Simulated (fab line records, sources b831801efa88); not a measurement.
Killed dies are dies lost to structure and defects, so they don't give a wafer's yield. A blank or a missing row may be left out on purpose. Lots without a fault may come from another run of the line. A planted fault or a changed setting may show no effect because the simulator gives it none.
fab line records | flow gf180mcu
record lots=13 wafers=39 last_day=34
route steps=602 shown MVPSD@87 HV_LDD@183 PSD@263 CONTACT@309
lots that met no fault: from a run of the same line without faults
start_h: hours from the record's first day to the start of the lot's first wafer shown | wait_h: hours since the lot's step before | " the same as in the row above | L1.1+2: a row that stands for several wafers | - no value, or no start given | * or withheld: withheld | < > ~ a bound
route shown NAME@n: a module of which the file shows steps, and the number in the route of the first | usual: mean/standard deviation of fault-free wafers | same: alike in all rows | chamber/n: place in a boat | sites: the reading at each site | _std_site: their standard deviation | _edge_site: outer sites' mean less inner sites' | radius_mm: how far each site lies from the wafer's centre | mask NAME#n: copy n | behind: the tool/chamber that last shaped the wafer | hold: why the lot was held/for how many hours/how that ended | device: the transistor (n, p or np) that didn't switch | end of line: the same wafers' tests at the end of the route | a step without rows: its recipe alone | killed: dies lost to structure and defects at the first sort, not the wafer's yield | map: a wafer's dies, x killed, . not, _ none there
set.NAME: the setting as run; set.NAME@STEP: as run at that earlier step | model.NAME: the simulator's own value behind a step, which no gauge read
steps of the route over a sample of lots; a table a step, a row a wafer
services: from which hour (start_h, from the record's first day; less than 0 if before it) a tool's chamber was out of use, for how many hours, and why
## steps
# step GF_MVPSD_IMPLANT_09
# recipe species=B energy_kev=40 dose_cm2=5e+12 tilt_deg=0
# columns lot.wafer tool chamber start_h wait_h
L759.1+4+5 implanter-03 0 102.69 0.1
L760.1+4+5 implanter-03 0 114.09 0.1
L761.1+3+6 implanter-02 0 115.05 0.1
L762.1+2+5 implanter-01 0 123.15 0.1
L763.3+5+6 implanter-01 0 125.70 0.1
L764.2+3+5 implanter-01 0 132.31 0.1
L766.1+5+6 implanter-03 0 145.69 0.1
L767.1+2+4 implanter-01 0 150.94 0.1
L776.2+5+6 implanter-03 0 203.21 0.1
L777.1+2+5 implanter-03 0 210.45 0.1
L778.2+3+5 implanter-03 0 214.41 0.1
L780.3+5+6 implanter-03 0 230.79 0.1
L781.1+2+6 implanter-01 0 233.95 0.1
# step GF_VT_IMPLANT_RS_MEAS_49
# recipe thk_meas_gauge=four-point-probe
# usual MVPSD_RS=1167.9/2.7
# columns lot.wafer tool chamber start_h wait_h hold MVPSD_RS[ohm/sq]
L759.1 film_metro-01 - 164.66 0.1 - 1166.1
L759.4 " - " " - 1167.6
L759.5 " - " " - 1167.6
L760.1 film_metro-01 - 176.57 0.1 - 1164.4
L760.4 " - " " - 1168.7
L760.5 " - " " - 1166.4
L761.1 film_metro-02 - 176.81 0.1 - 1168.6
L761.3 " - " " - 1164.6
L761.6 " - " " - 1166.8
L762.1 film_metro-01 - 186.31 0.1 - 1171.5
L762.2 " - " " - 1169.6
L762.5 " - " " - 1170.8
L763.3 film_metro-01 - 190.80 0.1 - 1175.5
L763.5 " - " " - 1167.9
L763.6 " - " " - 1172.0
L764.2 film_metro-04 - 197.69 0.1 - 1172.8
L764.3 " - " " - 1170.3
L764.5 " - " " - 1172.5
L766.1 film_metro-01 - 213.46 0.1 - 1172.8
L766.5 " - " " - 1169.8
L766.6 " - " " - 1170.5
L767.1 film_metro-01 - 219.06 0.1 await_dispo/0.2h/release 1178.7
L767.2 " - " " await_dispo/0.2h/release 1175.0
L767.4 " - " " await_dispo/0.2h/release 1178.1
L767.1 film_metro-01 - 219.35 0.3 - 1178.3
L767.2 " - " " - 1177.8
L767.4 " - " " - 1178.1
L776.2 film_metro-02 - 278.03 0.1 - 1168.5
L776.5 " - " " - 1165.7
L776.6 " - " " - 1167.2
L777.1 film_metro-01 - 285.26 0.1 - 1166.5
L777.2 " - " " - 1167.2
L777.5 " - " " - 1164.9
L778.2 film_metro-01 - 289.53 0.1 - 1168.9
L778.3 " - " " - 1170.9
L778.5 " - " " - 1171.1
L780.3 film_metro-02 - 309.20 0.1 - 1167.1
L780.5 " - " " - 1166.4
L780.6 " - " " - 1166.5
L781.1 film_metro-04 - 312.06 0.1 - 1168.6
L781.2 " - " " - 1168.8
L781.6 " - " " - 1163.9
# step GF_HV_LDD_CD_MEAS_07
# recipe target_cd_nm=400
# usual cd_nm=400.1/2
# columns lot.wafer tool chamber start_h wait_h cd_nm
L759.1 cd_sem-01 - 225.15 0.1 398.1
L759.4 " - " " 399.3
L759.5 " - " " 399.2
L760.1 cd_sem-02 - 235.10 0.1 400.0
L760.4 " - " " 397.4
L760.5 " - " " 397.5
L761.1 cd_sem-01 - 237.41 0.1 400.1
L761.3 " - " " 401.5
L761.6 " - " " 400.1
L762.1 cd_sem-01 - 247.15 0.1 401.7
L762.2 " - " " 401.6
L762.5 " - " " 403.0
L763.3 cd_sem-01 - 252.59 0.1 399.3
L763.5 " - " " 397.4
L763.6 " - " " 397.8
L764.2 cd_sem-01 - 261.37 0.1 405.9
L764.3 " - " " 404.7
L764.5 " - " " 402.5
L766.1 cd_sem-02 - 277.90 0.1 401.6
L766.5 " - " " 398.9
L766.6 " - " " 399.3
L767.1 cd_sem-02 - 283.20 0.1 399.9
L767.2 " - " " 398.9
L767.4 " - " " 399.1
L776.2 cd_sem-01 - 347.87 0.1 398.5
L776.5 " - " " 399.2
L776.6 " - " " 403.9
L777.1 cd_sem-01 - 355.86 0.1 403.0
L777.2 " - " " 403.8
L777.5 " - " " 405.4
L778.2 cd_sem-02 - 359.93 0.1 401.2
L778.3 " - " " 401.4
L778.5 " - " " 402.6
L780.3 cd_sem-02 - 379.64 0.1 399.0
L780.5 " - " " 400.1
L780.6 " - " " 399.5
L781.1 cd_sem-01 - 387.21 0.1 399.9
L781.2 " - " " 399.5
L781.6 " - " " 401.0
# step GF_PSD_RS_MEAS_15
# recipe thk_meas_gauge=four-point-probe
# usual PSD_RS=108.44/0.24
# columns lot.wafer tool chamber start_h wait_h PSD_RS[ohm/sq]
L759.1 film_metro-01 - 328.07 0.1 108.22
L759.4 " - " " 108.42
L759.5 " - " " 108.04
L760.1 film_metro-03 - 338.78 0.1 108.69
L760.4 " - " " 108.57
L760.5 " - " " 108.59
L761.1 film_metro-04 - 342.97 0.1 108.27
L761.3 " - " " 108.58
L761.6 " - " " 108.89
L762.1 film_metro-03 - 352.63 0.1 108.32
L762.2 " - " " 108.21
L762.5 " - " " 108.27
L763.3 film_metro-01 - 359.76 0.1 108.80
L763.5 " - " " 108.85
L763.6 " - " " 108.81
L764.2 film_metro-04 - 369.45 0.1 108.73
L764.3 " - " " 108.77
L764.5 " - " " 108.84
L766.1 film_metro-01 - 389.12 0.1 108.53
L766.5 " - " " 109.03
L766.6 " - " " 108.63
L767.1 film_metro-04 - 395.37 0.1 108.22
L767.2 " - " " 108.24
L767.4 " - " " 107.86
L776.2 film_metro-03 - 472.06 0.1 108.45
L776.5 " - " " 108.86
L776.6 " - " " 108.65
L777.1 film_metro-04 - 478.27 0.1 108.23
L777.2 " - " " 108.60
L777.5 " - " " 108.50
L778.2 film_metro-04 - 484.04 0.1 108.31
L778.3 " - " " 108.24
L778.5 " - " " 108.43
L780.3 film_metro-03 - 505.51 0.1 108.04
L780.5 " - " " 108.09
L780.6 " - " " 108.52
L781.1 film_metro-04 - 512.63 0.1 108.55
L781.2 " - " " 108.34
L781.6 " - " " 108.65
# step GF_CONTACT_SPUTTER_22
# recipe material=Ti target_thk_nm=15 chamber_pressure_pa=5 power_w=2500 substrate_temp_c=200 time_s=80.02
# usual throttle_valve_pct=29.6/0.49
# same time_s=80.02
# columns lot.wafer tool chamber start_h wait_h throttle_valve_pct
L759.1 pvd_sputter-02 - 372.87 0.0 29.3
L759.4 " - " " 30.0
L759.5 " - " " 29.8
L760.1 pvd_sputter-01 - 385.32 0.0 30.4
L760.4 " - " " 28.7
L760.5 " - " " 29.2
L761.1 pvd_sputter-02 - 388.94 0.0 29.7
L761.3 " - " " 29.3
L761.6 " - " " 29.8
L762.1 pvd_sputter-02 - 399.62 0.0 29.7
L762.2 " - " " 29.1
L762.5 " - " " 29.8
L763.3 pvd_sputter-01 - 408.53 0.0 28.9
L763.5 " - " " 29.0
L763.6 " - " " 28.9
L764.2 pvd_sputter-02 - 419.48 0.0 29.2
L764.3 " - " " 29.7
L764.5 " - " " 29.7
L766.1 pvd_sputter-03 - 438.62 0.0 30.0
L766.5 " - " " 30.1
L766.6 " - " " 30.3
L767.1 pvd_sputter-02 - 445.56 0.0 29.2
L767.2 " - " " 29.2
L767.4 " - " " 29.7
L776.2 pvd_sputter-02 - 520.66 0.0 29.7
L776.5 " - " " 29.7
L776.6 " - " " 29.2
L777.1 pvd_sputter-02 - 527.12 0.0 29.0
L777.2 " - " " 29.2
L777.5 " - " " 29.5
L778.2 pvd_sputter-02 - 531.82 0.0 29.8
L778.3 " - " " 29.2
L778.5 " - " " 30.0
L780.3 pvd_sputter-01 - 552.42 0.0 29.1
L780.5 " - " " 30.2
L780.6 " - " " 29.2
L781.1 pvd_sputter-03 - 559.76 0.0 30.1
L781.2 " - " " 29.1
L781.6 " - " " 30.1
## services
# columns tool chamber start_h hours kind
implanter-01 - 95.16 12.5 repair
pvd_sputter-03 - 116.80 1.7 repair
implanter-03 - 120.49 6.0 pm
pvd_sputter-02 - 162.81 6.3 repair
implanter-03 - 181.64 20.3 pm
pvd_sputter-03 - 207.40 34.5 repair
implanter-03 - 231.87 1.1 repair
pvd_sputter-01 - 242.15 3.0 repair
implanter-01 - 277.72 2.4 repair
pvd_sputter-03 - 297.50 2.1 repair
pvd_sputter-03 - 312.70 1.9 repair
implanter-03 - 325.69 3.1 repair
implanter-01 - 332.24 3.6 repair
implanter-03 - 347.02 2.0 pm
pvd_sputter-03 - 350.03 2.2 repair
implanter-03 - 399.27 4.8 repair
implanter-01 - 404.92 4.3 pm
pvd_sputter-03 - 409.77 2.7 repair
pvd_sputter-01 - 424.47 1.6 repair
pvd_sputter-03 - 425.99 5.9 repair
pvd_sputter-03 - 428.41 1.0 repair
implanter-01 - 431.78 2.5 pm
pvd_sputter-02 - 479.62 2.6 repair
pvd_sputter-02 - 532.14 1.9 repair
## key
first_sign step=GF_VT_IMPLANT_RS_MEAS_49 reading=MVPSD_RS direction=up sigmas=3.5 usual=1167.9 struck=1177.3
effect step=GF_VT_IMPLANT_RS_MEAS_49 reading=hold direction=added
met_at GF_MVPSD_IMPLANT_09
struck_lots L767
tester_left_out L767
not_acting_at GF_HV_LDD_CD_MEAS_07,GF_PSD_RS_MEAS_15,GF_CONTACT_SPUTTER_22
onset_between 132.31 150.94
fault kind=process_parameter_drift tool=implanter-01 chamber=- onset_h=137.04 steps=GF_MVPSD_IMPLANT_09 channel=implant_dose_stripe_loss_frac offset=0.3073 shape=step end_h=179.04
# tester_left_out: of these lots the tester's yield and bins aren't shown, on N5 and GAA mostly nor the transistor test; their killed dies are dies lost to structure and defects alone, not to doping, threshold or leakage, so they don't give the yield
